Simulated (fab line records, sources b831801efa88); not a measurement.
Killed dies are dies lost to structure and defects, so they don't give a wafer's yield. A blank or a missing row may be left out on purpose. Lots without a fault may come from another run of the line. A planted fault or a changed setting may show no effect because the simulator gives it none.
A struck lot beside a sound one | flow gf180mcu | 31 steps out of a route of 602
Sound: wafers L193.2, L193.3, L193.6. Struck: wafers L205.2, L205.4, L205.5. The cause comes at the end.
At each step with rows: each side's tool, then ch and its chambers, then its first start. Under that, the readings that differ: sound wafers | struck wafers | difference of the means | sigmas: that difference in standard deviations of wafers without a fault.
alike: readings whose means differ by less than 2 such deviations, and words and numbers that are the same on both sides. not compared: withheld readings, readings that some wafer has no value for, bounds like >300 that may hide the same value, and numbers for which the record gives no deviation and whose values overlap.
The two part at a step that has a row with sigmas, a row that says differs or no value, or rows on one side only. Numbers that don't overlap but have no deviation are shown without sigmas and don't part them. A reading that every wafer of one side lacks parts them only if that side has two wafers or more.

first, 1 step without rows for these wafers: GF_HV_LDD_CVD_56 (deposits Si3N4 from DCS/NH3, target thk 90 nm, time 1543 s).
GF_HV_LDD_THK_MEAS_57:
  sound on film_metro-01, day 14 19:58; struck on film_metro-03, day 18 07:25
  alike: HV_LDD_CVD_56_THK
GF_HV_LDD_ETCHBACK_58: etches Si3N4 in CH3F/O2, stops on SiO2, time 100 s, target depth 90 nm.
  sound on rie_diel-01 ch 1,3, day 14 20:01; struck on rie_diel-03 ch 0,3, day 18 07:28
  alike: drypump_motor_current_A, oes_product_au, throttle_valve_pct
  not compared: rf_hours_counter_h
then, 7 steps without rows for these wafers: GF_NSD_DEHYDRATE_00 (time 60 s); GF_NSD_HMDS_01 (prime time 60 s); GF_NSD_COAT_02 (resist thk 1000 nm); GF_NSD_SOFTBAKE_03 (time 60 s); GF_NSD_EXPOSE_04 (exposes mask Nplus, target cd 400 nm); GF_NSD_PEB_05; GF_NSD_DEVELOP_06 (develop time 60 s).
GF_NSD_CD_MEAS_07: target cd 400 nm.
  sound on cd_sem-02, day 15 17:03; struck on cd_sem-02, day 19 07:23
  alike: cd_nm
GF_NSD_OVL_MEAS_08:
  sound on overlay-01, day 15 17:09; struck on overlay-01, day 19 07:30
  alike: NSD_OVL
GF_NSD_IMPLANT_09:
  sound on implanter-03 ch 0, day 15 17:13; struck on implanter-03 ch 0, day 19 07:33
  reading                   | sound             | struck            | difference | sigmas
  implant_ion_amu           | 75 75 75          | 31 31 31          | -44        |
  model.implant.rp_nm (nm)  | 37.55 37.55 37.55 | 71.72 71.72 71.72 | +34.17     |
  model.implant.drp_nm (nm) | 16.15 16.15 16.15 | 29.74 29.74 29.74 | +13.59     |
  alike: dose_ions_cm2
then, 1 step without rows for these wafers: GF_NSD_IMPLANT_10.
GF_NSD_STRIP_11: strips in O2/N2.
  sound on plasma_asher-02 ch 0,1, day 15 17:29; struck on plasma_asher-02 ch 0,1, day 19 07:50
  reading                      | sound             | struck            | difference | sigmas
  oes_product_au (a.u.)        | 0.482 0.481 0.485 | 0.454 0.443 0.459 | -0.031     | -7
  strip_time_to_endpoint_s (s) | 22.92 22.90 22.91 | 26.26 26.29 26.33 | +3.38      | +94
  alike: drypump_motor_current_A, heater_power_w
  not compared: rf_hours_counter_h
GF_NSD_TW_MEAS_12:
  sound on film_metro-03, day 15 17:35; struck on film_metro-03, day 19 08:10
  reading | sound          | struck         | difference | sigmas
  NSD_TW  | 4319 4315 4327 | 4903 4883 4909 | +578       | +10
  not compared: hold
then, 6 steps without rows for these wafers: GF_PSD_HMDS_01 (prime time 60 s); GF_PSD_COAT_02 (resist thk 1000 nm); GF_PSD_SOFTBAKE_03 (time 60 s); GF_PSD_EXPOSE_04 (exposes mask Pplus, target cd 400 nm); GF_PSD_PEB_05; GF_PSD_DEVELOP_06 (develop time 60 s).
GF_PSD_CD_MEAS_07: target cd 400 nm.
  sound on cd_sem-02, day 16 15:14; struck on cd_sem-01, day 20 08:41
  alike: cd_nm
GF_PSD_OVL_MEAS_08:
  sound on overlay-02, day 16 15:21; struck on overlay-01, day 20 08:48
  alike: PSD_OVL
then, 1 step without rows for these wafers: GF_PSD_IMPLANT_09.
GF_PSD_STRIP_10: strips in O2/N2.
  sound on plasma_asher-02 ch 1, day 16 15:32; struck on plasma_asher-01 ch 0,1, day 20 08:59
  alike: drypump_motor_current_A, heater_power_w, oes_product_au, strip_time_to_endpoint_s
  not compared: rf_hours_counter_h
GF_PSD_TW_MEAS_11:
  sound on film_metro-02, day 16 15:38; struck on film_metro-03, day 20 09:05
  alike: PSD_TW
then, 1 step without rows for these wafers: GF_PSD_CLEAN_12 (cleans in SC1/SC2, time 150 s).
GF_PSD_RTA_13: time 20 s.
  sound on rtp_anneal-01 ch 0, day 16 15:46; struck on rtp_anneal-02 ch 0, day 20 09:13
  reading            | sound          | struck         | difference | sigmas
  lamp_power_pct (%) | 32.3 32.3 32.3 | 34.7 34.6 34.7 | +2.4       | +2
  alike: wafer_temp_C_max
GF_PSD_RS_MEAS_14: measures by four-point-probe.
  sound on film_metro-01, day 16 15:52; struck on film_metro-02, day 20 09:43
  reading         | sound             | struck            | difference | sigmas
  NSD_RS (ohm/sq) | 46.03 46.05 45.99 | 25.56 25.58 25.54 | -20.46     | -99 or more
  not compared: hold
then, 1 step without rows for these wafers: GF_PASSIVATION_PROBE_99.

WHERE THEY PART
First at GF_NSD_STRIP_11; last, within this record, at GF_PSD_RS_MEAS_14.

WHY: what the simulator had put in
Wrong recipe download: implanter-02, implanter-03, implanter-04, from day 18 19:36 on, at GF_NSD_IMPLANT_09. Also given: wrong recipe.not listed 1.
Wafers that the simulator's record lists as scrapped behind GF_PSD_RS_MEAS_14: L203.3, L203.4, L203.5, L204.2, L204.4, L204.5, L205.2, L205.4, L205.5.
